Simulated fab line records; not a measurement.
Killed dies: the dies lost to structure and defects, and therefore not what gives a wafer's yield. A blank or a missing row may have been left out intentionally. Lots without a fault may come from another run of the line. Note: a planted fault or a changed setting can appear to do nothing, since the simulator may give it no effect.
A struck lot beside a sound one -- flow sky130 -- 15 steps out of a route of 708
Sound: these wafers, L691.2, L691.4, L691.6. Wafers struck: L687.1, L687.2, L687.4. At the end, the cause is stated.
At each step with rows: each side's tool, then ch and its chambers, then its first start. Under that, the readings that differ: sound wafers -- struck wafers -- difference of the means -- sigmas: that difference in standard deviations of wafers without a fault.
alike: a reading whose means differ by less than 2 such deviations, as well as words and numbers matching on both sides. not compared: withheld readings; readings where some wafer has no value; bounds like >300 that might hide an equal value; numbers whose values overlap and for which the record gives no deviation.
A row with sigmas, a row that says differs or no value, or rows on one side alone: a step with any of these is where the two part. Numbers that don't overlap but have no deviation are shown without sigmas and don't part them. Lack of a reading on every wafer of one side parts them only where that side has two or more wafers.

first, 1 step without rows for these wafers: SKY_VT_ADJUST_NCORE_DEVELOP_06 (develop time 60 s).
SKY_VT_ADJUST_NCORE_CD_MEAS_07: target cd 380 nm.
  sound on cd sem-02, day 12 21:44; struck on cd sem-02, day 11 18:30
  alike: cd nm
SKY_VT_ADJUST_NCORE_OVL_MEAS_08:
  sound on overlay-01, day 12 21:50; struck on overlay-02, day 11 18:37
  alike: VT_ADJUST_NCORE_OVL
next, for these wafers, 1 step has no rows: SKY_VT_ADJUST_NCORE_IMPLANT_09.
SKY_VT_ADJUST_NCORE_STRIP_10: strips in O2/N2.
  sound on plasma asher-02 ch 1, day 12 22:01; struck on plasma asher-04 ch 0,1, day 11 18:49
  alike: drypump motor current A, oes product au, strip time to endpoint s
  not compared: rf hours counter h
SKY_VT_ADJUST_NCORE_TW_MEAS_11:
  sound on film metro-02, day 12 22:08; struck on film metro-03, day 11 18:55
  alike: VT_ADJUST_NCORE_TW
then, 6 steps without rows for these wafers: SKY_VT_ADJUST_HVTR_DEHYDRATE_00 (time 60 s); SKY_VT_ADJUST_HVTR_HMDS_01 (prime time 60 s); SKY_VT_ADJUST_HVTR_COAT_02 (resist thk 1140 nm); SKY_VT_ADJUST_HVTR_SOFTBAKE_03 (time 60 s); SKY_VT_ADJUST_HVTR_EXPOSE_04 (exposes mask HVTRM, target cd 380 nm); SKY_VT_ADJUST_HVTR_PEB_05.
SKY_VT_ADJUST_HVTR_DEVELOP_06: develop time 60 s.
  sound on litho track-02 ch 0, day 13 22:36; struck on litho track-04 ch 0, day 12 17:57
SKY_VT_ADJUST_HVTR_CD_MEAS_07: target cd 380 nm.
  sound on cd sem-02, day 13 22:48; struck on cd sem-01, day 12 18:06
reading,sound,struck,difference,sigmas
cd nm (nm),378.6 376.4 377.6,389.6 390.8 389.3,+12.4,+6
SKY_VT_ADJUST_HVTR_OVL_MEAS_08:
  sound on overlay-01, day 13 22:55; struck on overlay-01, day 12 18:13
  alike: VT_ADJUST_HVTR_OVL

WHERE THEY PART
SKY_VT_ADJUST_HVTR_CD_MEAS_07 only, going by this record. Later steps at which nothing parts them and some readings are alike: SKY_VT_ADJUST_HVTR_OVL_MEAS_08.

WHY: the cause the simulator had injected
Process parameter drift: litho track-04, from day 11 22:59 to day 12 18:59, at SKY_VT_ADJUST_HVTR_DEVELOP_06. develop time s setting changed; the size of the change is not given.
